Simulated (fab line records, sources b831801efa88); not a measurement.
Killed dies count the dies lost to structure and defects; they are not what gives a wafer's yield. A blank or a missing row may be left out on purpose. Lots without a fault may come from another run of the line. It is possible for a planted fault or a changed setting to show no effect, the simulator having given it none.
fab line records | flow gf180mcu
[record] lots = 13 | wafers = 39 | lastDay = 34
route steps=602 shown DNWELL@39 M2@364 V2@398
lots untouched by any fault: they come from a run of this same line in which no faults occurred
startH: the number of hours between the record's first day and the start of the first shown wafer of the lot | waitH: hours since the lot's step before | " repeats the value in the row above | L1.1+2: one row covering several wafers at once | - either no value or no given start | * or withheld: withheld | < > ~ a bound
route shown NAME@n: a module of which the file shows steps, and the number in the route of the first | usual: mean and standard deviation over wafers with no fault | same: alike in all rows | chamber/n: place in a boat | sites: per-site readings | _std_site: the values' standard deviation | _edge_site: outer sites' mean less inner sites' | radiusMm: for every site, how far away it sits from the centre of the wafer | mask NAME#n: copy n | behind: the tool/chamber that last shaped the wafer | hold: reason for holding the lot/hours on hold/outcome of the hold | device: names the non-switching transistor (n, p or np) | end of line: at the end of the route, the tests of the same wafers | where a step has no rows: the recipe by itself | killed: at the first sort, the dies lost to defects and structure; wafer yield is something else | map: dies across one wafer; x = killed, . = not, _ = none there
set.NAME: the setting that was run; set.NAME@STEP: the one run at that earlier step | model.NAME: the simulator's own value behind a step, which no gauge read
one table for each step of the route and one row for each wafer, over a sample of lots
services: from which hour (startH, from the record's first day; less than 0 if before it) a tool's chamber was out of use, for how many hours, and why
[[steps]]
[step GF_DNWELL_IMPLANT_07]
[recipe] species = P | energyKev = 1500 | doseCm2 = 1e+13 | tiltDeg = 0
[usual] beamOnS = 10.00/0.21 | doseIonsCm2 = 1e+13/1.2e+10 | faradayCurrentUA = 56.4/1.1
lot.wafer | tool         | chamber | startH | waitH | beamOnS | doseIonsCm2 | faradayCurrentUA
L961.2    | implanter-02 | 0       | 45.20  | -     | 10.21   | 9.981e+12   | 55.3
L961.4    | "            | 0       | "      | "     | 9.88    | 9.994e+12   | 57.1
L961.5    | "            | 0       | "      | "     | 10.01   | 9.991e+12   | 56.2
L965.1    | implanter-01 | 0       | 63.52  | -     | 9.86    | 9.991e+12   | 57.1
L965.3    | "            | 0       | "      | "     | 10.12   | 9.982e+12   | 55.7
L965.6    | "            | 0       | "      | "     | 9.64    | 1.0008e+13  | 58.2
L966.2    | implanter-02 | 0       | 68.49  | -     | 9.95    | 9.981e+12   | 56.6
L966.3    | "            | 0       | "      | "     | 10.03   | 1.0006e+13  | 56.4
L966.5    | "            | 0       | "      | "     | 10.43   | 1.0006e+13  | 54.1
L967.2    | implanter-01 | 0       | 75.30  | -     | 9.67    | 1.0045e+13  | 58.1
L967.4    | "            | 0       | "      | "     | 10.14   | 1.0007e+13  | 55.5
L967.5    | "            | 0       | "      | "     | 9.93    | 1.0018e+13  | 56.7
L968.1    | implanter-02 | 0       | 78.82  | -     | 9.68    | 9.999e+12   | 58.3
L968.3    | "            | 0       | "      | "     | 9.71    | 1.0015e+13  | 57.7
L968.4    | "            | 0       | "      | "     | 9.73    | 1.0002e+13  | 57.8
L969.2    | implanter-02 | 0       | 85.40  | -     | 9.73    | 1.0023e+13  | 57.8
L969.3    | "            | 0       | "      | "     | 10.56   | 1.0013e+13  | 53.1
L969.6    | "            | 0       | "      | "     | 10.02   | 1.0026e+13  | 56.6
L970.1    | implanter-02 | 0       | 91.13  | -     | 9.98    | 9.999e+12   | 56.6
L970.3    | "            | 0       | "      | "     | 10.34   | 9.995e+12   | 54.9
L970.6    | "            | 0       | "      | "     | 10.01   | 1.0012e+13  | 56.8
L972.1    | implanter-02 | 0       | 102.92 | -     | 10.06   | 2.814e+12   | 15.9
L972.3    | "            | 0       | "      | "     | 10.05   | 2.846e+12   | 16.1
L972.6    | "            | 0       | "      | "     | 10.13   | 2.856e+12   | 15.8
L973.1    | implanter-03 | 0       | 105.52 | -     | 9.96    | 9.988e+12   | 56.8
L973.2    | "            | 0       | "      | "     | 10.09   | 9.983e+12   | 55.8
L973.4    | "            | 0       | "      | "     | 10.26   | 9.99e+12    | 55.2
L974.1    | implanter-02 | 0       | 111.37 | -     | 9.91    | 2.853e+12   | 16.1
L974.2    | "            | 0       | "      | "     | 9.95    | 2.846e+12   | 16.2
L974.3    | "            | 0       | "      | "     | 10.02   | 2.847e+12   | 16.0
L976.1    | implanter-03 | 0       | 122.17 | -     | 9.83    | 1.0006e+13  | 57.4
L976.2    | "            | 0       | "      | "     | 10.29   | 9.987e+12   | 54.9
L976.6    | "            | 0       | "      | "     | 10.17   | 9.99e+12    | 55.4
L982.3    | implanter-01 | 0       | 155.43 | -     | 10.15   | 9.988e+12   | 55.7
L982.4    | "            | 0       | "      | "     | 10.30   | 1.0001e+13  | 54.8
L982.5    | "            | 0       | "      | "     | 10.16   | 9.993e+12   | 55.2
L984.1    | implanter-03 | 0       | 165.12 | -     | 10.28   | 1.0003e+13  | 54.6
L984.2    | "            | 0       | "      | "     | 10.01   | 9.994e+12   | 56.2
L984.4    | "            | 0       | "      | "     | 9.79    | 9.981e+12   | 57.6
[step GF_DNWELL_TW_MEAS_09]
[usual] DNWELL_TW = 1350/10
lot.wafer | tool         | chamber | startH | waitH | DNWELL_TW
L961.2    | filmMetro-02 | -       | 45.43  | 0.1   | 1361
L961.4    | "            | -       | "      | "     | 1359
L961.5    | "            | -       | "      | "     | 1357
L965.1    | filmMetro-03 | -       | 63.77  | 0.1   | 1353
L965.3    | "            | -       | "      | "     | 1355
L965.6    | "            | -       | "      | "     | 1349
L966.2    | filmMetro-04 | -       | 68.73  | 0.1   | 1345
L966.3    | "            | -       | "      | "     | 1338
L966.5    | "            | -       | "      | "     | 1336
L967.2    | filmMetro-03 | -       | 75.54  | 0.1   | 1337
L967.4    | "            | -       | "      | "     | 1350
L967.5    | "            | -       | "      | "     | 1344
L968.1    | filmMetro-03 | -       | 79.07  | 0.1   | 1341
L968.3    | "            | -       | "      | "     | 1348
L968.4    | "            | -       | "      | "     | 1346
L969.2    | filmMetro-02 | -       | 85.64  | 0.1   | 1354
L969.3    | "            | -       | "      | "     | 1359
L969.6    | "            | -       | "      | "     | 1353
L970.1    | filmMetro-04 | -       | 91.38  | 0.1   | 1338
L970.3    | "            | -       | "      | "     | 1343
L970.6    | "            | -       | "      | "     | 1336
L972.1    | filmMetro-02 | -       | 103.17 | 0.1   | 913
L972.3    | "            | -       | "      | "     | 907
L972.6    | "            | -       | "      | "     | 911
L973.1    | filmMetro-02 | -       | 105.77 | 0.1   | 1367
L973.2    | "            | -       | "      | "     | 1365
L973.4    | "            | -       | "      | "     | 1371
L974.1    | filmMetro-03 | -       | 111.62 | 0.1   | 900
L974.2    | "            | -       | "      | "     | 899
L974.3    | "            | -       | "      | "     | 904
L976.1    | filmMetro-04 | -       | 122.42 | 0.1   | 1342
L976.2    | "            | -       | "      | "     | 1345
L976.6    | "            | -       | "      | "     | 1344
L982.3    | filmMetro-02 | -       | 155.64 | 0.1   | 1357
L982.4    | "            | -       | "      | "     | 1351
L982.5    | "            | -       | "      | "     | 1358
L984.1    | filmMetro-03 | -       | 165.37 | 0.1   | 1338
L984.2    | "            | -       | "      | "     | 1342
L984.4    | "            | -       | "      | "     | 1345
[step GF_M2_SPUTTER_02]
[recipe] material = AlCu | targetThkNm = 450 | powerW = 10600 | timeS = 23.9 | chamberPressurePa = 0.4
[usual] throttleValvePct = 29.6/0.95
lot.wafer | tool          | chamber | startH | waitH | throttleValvePct
L961.2    | pvdSputter-03 | -       | 414.56 | 0.0   | 28.7
L961.4    | "             | -       | "      | "     | 30.2
L961.5    | "             | -       | "      | "     | 28.8
L965.1    | pvdSputter-02 | -       | 452.11 | 0.0   | 29.8
L965.3    | "             | -       | "      | "     | 29.8
L965.6    | "             | -       | "      | "     | 29.8
L966.2    | pvdSputter-03 | -       | 463.20 | 0.0   | 28.5
L966.3    | "             | -       | "      | "     | 30.2
L966.5    | "             | -       | "      | "     | 30.0
L967.2    | pvdSputter-03 | -       | 476.60 | 0.0   | 30.1
L967.4    | "             | -       | "      | "     | 29.2
L967.5    | "             | -       | "      | "     | 29.2
L968.1    | pvdSputter-03 | -       | 486.77 | 0.0   | 28.6
L968.3    | "             | -       | "      | "     | 29.0
L968.4    | "             | -       | "      | "     | 30.2
L970.1    | pvdSputter-02 | -       | 495.80 | 0.0   | 28.4
L970.3    | "             | -       | "      | "     | 29.9
L970.6    | "             | -       | "      | "     | 28.3
L969.2    | pvdSputter-01 | -       | 499.46 | 0.0   | 28.7
L969.3    | "             | -       | "      | "     | 28.7
L969.6    | "             | -       | "      | "     | 30.4
L972.1    | pvdSputter-01 | -       | 515.90 | 0.0   | 30.4
L972.3    | "             | -       | "      | "     | 32.2
L972.6    | "             | -       | "      | "     | 28.8
L973.1    | pvdSputter-01 | -       | 517.60 | 0.0   | 32.0
L973.2    | "             | -       | "      | "     | 29.0
L973.4    | "             | -       | "      | "     | 28.8
L974.1    | pvdSputter-01 | -       | 528.02 | 0.0   | 28.9
L974.2    | "             | -       | "      | "     | 30.5
L974.3    | "             | -       | "      | "     | 28.7
L976.1    | pvdSputter-03 | -       | 540.99 | 0.0   | 28.6
L976.2    | "             | -       | "      | "     | 30.5
L976.6    | "             | -       | "      | "     | 30.4
L982.3    | pvdSputter-02 | -       | 585.40 | 0.0   | 29.6
L982.4    | "             | -       | "      | "     | 28.9
L982.5    | "             | -       | "      | "     | 29.0
L984.1    | pvdSputter-03 | -       | 604.94 | 0.0   | 30.3
L984.2    | "             | -       | "      | "     | 30.1
L984.4    | "             | -       | "      | "     | 29.4
[step GF_V2_ETCH_16]
[recipe] chemistry = N2/H2 | targetDepthA = withheld | overetchA = withheld | timeS = withheld | target = BARC | ionEnergyEv = 200 | sourceW = 500 | biasW = 100 | pressureMtorr = 30 | n2FlowSccm = 100 | h2FlowSccm = 200
[usual] drypumpMotorCurrentA = 5.7/0.47 | oesProductAu = 0.855/0.0052 | throttleValvePct = 13.225/0.0096
lot.wafer | tool       | chamber | startH | waitH | drypumpMotorCurrentA | oesProductAu | throttleValvePct
L961.2    | rieDiel-03 | 0       | 464.07 | 0.0   | 5.3                  | 0.857        | 13.215
L961.4    | "          | 3       | "      | "     | 5.7                  | 0.846        | 13.226
L961.5    | "          | 3       | "      | "     | 5.7                  | 0.851        | 13.234
L965.1    | rieDiel-03 | 2       | 501.63 | 0.0   | 6.4                  | 0.858        | 13.244
L965.3    | "          | 0       | "      | "     | 5.3                  | 0.841        | 13.227
L965.6    | "          | 1       | "      | "     | 5.6                  | 0.844        | 13.236
L966.2    | rieDiel-04 | 0       | 511.35 | 0.0   | 5.2                  | 0.848        | 13.235
L966.3    | "          | 1       | "      | "     | 6.3                  | 0.855        | 13.238
L966.5    | "          | 2       | "      | "     | 4.8                  | 0.855        | 13.214
L967.2    | rieDiel-03 | 1       | 524.77 | 0.0   | 5.6                  | 0.850        | 13.208
L967.4    | "          | 2       | "      | "     | 6.4                  | 0.855        | 13.238
L967.5    | "          | 1       | "      | "     | 5.6                  | 0.850        | 13.227
L968.1    | rieDiel-04 | 0       | 535.37 | 0.0   | 5.2                  | 0.855        | 13.238
L968.3    | "          | 1       | "      | "     | 6.3                  | 0.861        | 13.221
L968.4    | "          | 2       | "      | "     | 4.9                  | 0.857        | 13.222
L970.1    | rieDiel-04 | 2       | 542.92 | 0.0   | 4.8                  | 0.861        | 13.231
L970.3    | "          | 3       | "      | "     | 5.2                  | 0.865        | 13.224
L970.6    | "          | 0       | "      | "     | 5.2                  | 0.857        | 13.220
L969.2    | rieDiel-02 | 0       | 546.39 | 0.0   | 5.7                  | 0.856        | 13.216
L969.3    | "          | 1       | "      | "     | 6.4                  | 0.867        | 13.211
L969.6    | "          | 0       | "      | "     | 5.7                  | 0.859        | 13.222
L972.1    | rieDiel-02 | 1       | 562.27 | 0.0   | 6.4                  | 0.855        | 13.236
L972.3    | "          | 3       | "      | "     | 5.8                  | 0.855        | 13.233
L972.6    | "          | 3       | "      | "     | 5.8                  | 0.842        | 13.231
L973.1    | rieDiel-04 | 1       | 564.87 | 0.0   | 6.2                  | 0.852        | 13.220
L973.2    | "          | 2       | "      | "     | 4.9                  | 0.852        | 13.219
L973.4    | "          | 0       | "      | "     | 5.3                  | 0.855        | 13.220
L974.1    | rieDiel-04 | 3       | 573.72 | 0.0   | 5.2                  | 0.855        | 13.233
L974.2    | "          | 2       | "      | "     | 4.8                  | 0.845        | 13.216
L974.3    | "          | 0       | "      | "     | 5.2                  | 0.851        | 13.234
L976.1    | rieDiel-03 | 2       | 586.02 | 0.0   | 6.4                  | 0.853        | 13.226
L976.2    | "          | 0       | "      | "     | 5.3                  | 0.859        | 13.229
L976.6    | "          | 3       | "      | "     | 5.7                  | 0.853        | 13.235
L982.3    | rieDiel-04 | 2       | 629.14 | 0.0   | 4.8                  | 0.851        | 13.228
L982.4    | "          | 3       | "      | "     | 5.2                  | 0.860        | 13.237
L982.5    | "          | 1       | "      | "     | 6.2                  | 0.864        | 13.219
L984.1    | rieDiel-03 | 3       | 647.67 | 0.0   | 5.7                  | 0.857        | 13.207
L984.2    | "          | 1       | "      | "     | 5.6                  | 0.853        | 13.223
L984.4    | "          | 0       | "      | "     | 5.3                  | 0.852        | 13.221
[step GF_V2_THK_MEAS_25]
[recipe] thkMeasGauge = xrf | reads = W_of_V2_CVD_23
[usual] V2_W_THK = 347/7
lot.wafer | tool         | chamber | startH | waitH | V2_W_THK[nm]
L961.2    | filmMetro-04 | -       | 465.11 | 0.1   | 340
L961.4    | "            | -       | "      | "     | 348
L961.5    | "            | -       | "      | "     | 348
L965.1    | filmMetro-03 | -       | 502.66 | 0.1   | 354
L965.3    | "            | -       | "      | "     | 345
L965.6    | "            | -       | "      | "     | 344
L966.2    | filmMetro-01 | -       | 512.35 | 0.1   | 362
L966.3    | "            | -       | "      | "     | 347
L966.5    | "            | -       | "      | "     | 347
L967.2    | filmMetro-01 | -       | 525.78 | 0.1   | 350
L967.4    | "            | -       | "      | "     | 356
L967.5    | "            | -       | "      | "     | 358
L968.1    | filmMetro-04 | -       | 536.36 | 0.1   | 348
L968.3    | "            | -       | "      | "     | 342
L968.4    | "            | -       | "      | "     | 349
L970.1    | filmMetro-03 | -       | 543.92 | 0.1   | 354
L970.3    | "            | -       | "      | "     | 348
L970.6    | "            | -       | "      | "     | 352
L969.2    | filmMetro-04 | -       | 547.40 | 0.1   | 344
L969.3    | "            | -       | "      | "     | 350
L969.6    | "            | -       | "      | "     | 352
L972.1    | filmMetro-04 | -       | 563.26 | 0.1   | 351
L972.3    | "            | -       | "      | "     | 340
L972.6    | "            | -       | "      | "     | 339
L973.1    | filmMetro-04 | -       | 565.87 | 0.1   | 349
L973.2    | "            | -       | "      | "     | 348
L973.4    | "            | -       | "      | "     | 348
L974.1    | filmMetro-03 | -       | 574.72 | 0.1   | 355
L974.2    | "            | -       | "      | "     | 341
L974.3    | "            | -       | "      | "     | 353
L976.1    | filmMetro-03 | -       | 587.06 | 0.1   | 351
L976.2    | "            | -       | "      | "     | 340
L976.6    | "            | -       | "      | "     | 353
L982.3    | filmMetro-04 | -       | 630.17 | 0.1   | 346
L982.4    | "            | -       | "      | "     | 334
L982.5    | "            | -       | "      | "     | 347
L984.1    | filmMetro-04 | -       | 648.68 | 0.1   | 345
L984.2    | "            | -       | "      | "     | 340
L984.4    | "            | -       | "      | "     | 344
[[services]]
tool          | chamber | startH | hours | kind
rieDiel-04    | 0       | 49.04  | 16.8  | repair
rieDiel-04    | -       | 79.13  | 14.6  | pm
rieDiel-03    | 1       | 109.92 | 5.6   | repair
rieDiel-03    | 2       | 125.38 | 3.5   | repair
rieDiel-03    | 0       | 144.42 | 2.8   | repair
rieDiel-04    | 2       | 166.72 | 4.5   | repair
implanter-02  | -       | 201.56 | 7.7   | pm
rieDiel-04    | 3       | 201.89 | 12.1  | repair
rieDiel-03    | 2       | 211.08 | 17.3  | repair
rieDiel-03    | -       | 226.69 | 0.6   | repair
rieDiel-04    | 1       | 255.64 | 4.6   | repair
pvdSputter-03 | -       | 271.83 | 13.1  | repair
rieDiel-04    | 0       | 279.54 | 24.6  | repair
rieDiel-03    | -       | 351.11 | 0.6   | repair
rieDiel-03    | 2       | 358.88 | 23.6  | repair
implanter-02  | -       | 386.65 | 4.6   | pm
implanter-02  | -       | 395.09 | 2.3   | repair
pvdSputter-03 | -       | 405.63 | 6.2   | repair
rieDiel-04    | 1       | 435.56 | 2.8   | repair
rieDiel-04    | 2       | 479.84 | 4.1   | repair
rieDiel-04    | 1       | 500.91 | 4.5   | repair
rieDiel-04    | 0       | 502.93 | 2.5   | repair
implanter-02  | -       | 544.77 | 3.0   | repair
rieDiel-04    | 0       | 630.93 | 14.2  | repair
[[key]]
[firstSign] step = GF_DNWELL_IMPLANT_07 | reading = doseIonsCm2 | direction = down | sigmas = 99+ | usual = 1e+13 | struck = 2.844e+12
[effect] step = GF_DNWELL_IMPLANT_07 | reading = faradayCurrentUA | direction = down | sigmas = 35 | usual = 56.4 | struck = 16.0
[effect] step = GF_DNWELL_TW_MEAS_09 | reading = DNWELL_TW | direction = down | sigmas = 43 | usual = 1350 | struck = 906
metAt GF_DNWELL_IMPLANT_07
struckLots L972,L974
testerLeftOut L972,L974
notActingAt GF_M2_SPUTTER_02,GF_V2_ETCH_16,GF_V2_THK_MEAS_25
onsetBetween 91.13 102.92
[fault] kind = processParameterDrift | tool = implanter-02 | chamber = - | onsetH = 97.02 | steps = GF_DNWELL_IMPLANT_07 | channel = doseCm2 | offset = -7.1524e+12 | shape = step | endH = 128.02 | actsIn = theseRecipesOnly | stated = 1e+13
// testerLeftOut: of these lots the tester's yield and bins aren't shown, on N5 and GAA mostly nor the transistor test; their killed dies are dies lost to structure and defects alone, not to doping, threshold or leakage, so they don't give the yield
